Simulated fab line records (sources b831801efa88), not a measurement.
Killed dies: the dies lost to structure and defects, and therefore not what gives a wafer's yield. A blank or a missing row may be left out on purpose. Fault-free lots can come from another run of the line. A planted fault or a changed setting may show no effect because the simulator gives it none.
2 desks, one fault :: flow sfq-line :: every desk sees just its own numbers, and what lay behind them comes last

FOR THE TOOL OWNER'S DESK: cmp-02
The tool's own readings at SFQ_TRILAYER_I3_CMP_CMP_082 (polishes SiO2): means of the sampled wafers that have a number, for each lot that ran on this tool. If a lot's mean is further than 4 standard deviations from the usual mean, the lot is out of limits and carries the mark OUT (the distance appears in the brackets).
Columns: A = edge-zone-pressure-frac at SFQ_TRILAYER_I3_CMP_CMP_082, usual 1.001; B = motor-current-A at SFQ_TRILAYER_I3_CMP_CMP_082, usual 10.1 A; C = time-to-endpoint-s at SFQ_TRILAYER_I3_CMP_CMP_082, usual 212 s
lot: L255
first seen here: day 25 06:53
A: 1.002
B: 9.4
C: 216

lot: L261
first seen here: day 39 17:41
A: 1.000
B: 9.6
C: 223

lot: L264
first seen here: day 46 03:21
A: 1.002
B: 9.9
C: 218

lot: L268
first seen here: day 46 16:21
A: 1.000
B: 9.6
C: 212

lot: L269
first seen here: day 47 11:21
A: 1.003
B: 9.8
C: 220

lot: L272
first seen here: day 47 22:51
A: 0.999
B: 9.0
C: 186

lot: L273
first seen here: day 48 04:21
A: 0.999
B: 10.1
C: 180
This desk found nothing out of limits on any of the 7 lots.

AT THE METROLOGY DESK
Means of the sampled wafers that have a number, per lot and without regard to the tool the lot ran on: this is what the gauges read. If a lot's mean is further than 4 standard deviations from the usual mean, the lot is out of limits and carries the mark OUT (the distance appears in the brackets).
Columns: A = I1_OVL at SFQ_I1_OVL_MEAS_913, usual -1 nm; B = I3_OVL at SFQ_I3_OVL_MEAS_923, usual 1 nm
lot: L255
first seen here: day 16 09:01
A: 1
B: 5

lot: L257
first seen here: day 22 21:29
A: 5
B: 3

lot: L258
first seen here: day 23 03:29
A: 0
B: 5

lot: L259
first seen here: day 23 19:06
A: -9
B: 5

lot: L260
first seen here: day 24 11:53
A: 2
B: 2

lot: L261
first seen here: day 25 03:29
A: 4
B: -10

lot: L263
first seen here: day 25 13:05
A: 4
B: -4

lot: L264
first seen here: day 26 12:05
A: 7
B: -1

lot: L265
first seen here: day 26 14:29
A: 2
B: 2

lot: L266
first seen here: day 27 01:44
A: 1
B: -0

lot: L268
first seen here: day 27 09:35
A: -6
B: -5

lot: L269
first seen here: day 34 05:45
A: -4
B: -6

lot: L272
first seen here: day 35 11:40
A: -4
B: -2

lot: L273
first seen here: day 35 15:16
A: -1
B: -1
This desk found nothing out of limits on any of the 14 lots.

TAKEN TOGETHER
The desk of the tool owner found nothing out of limits.
Nothing out of limits was seen by the metrology desk.

WHAT HAD BEEN PUT IN BY THE SIMULATOR
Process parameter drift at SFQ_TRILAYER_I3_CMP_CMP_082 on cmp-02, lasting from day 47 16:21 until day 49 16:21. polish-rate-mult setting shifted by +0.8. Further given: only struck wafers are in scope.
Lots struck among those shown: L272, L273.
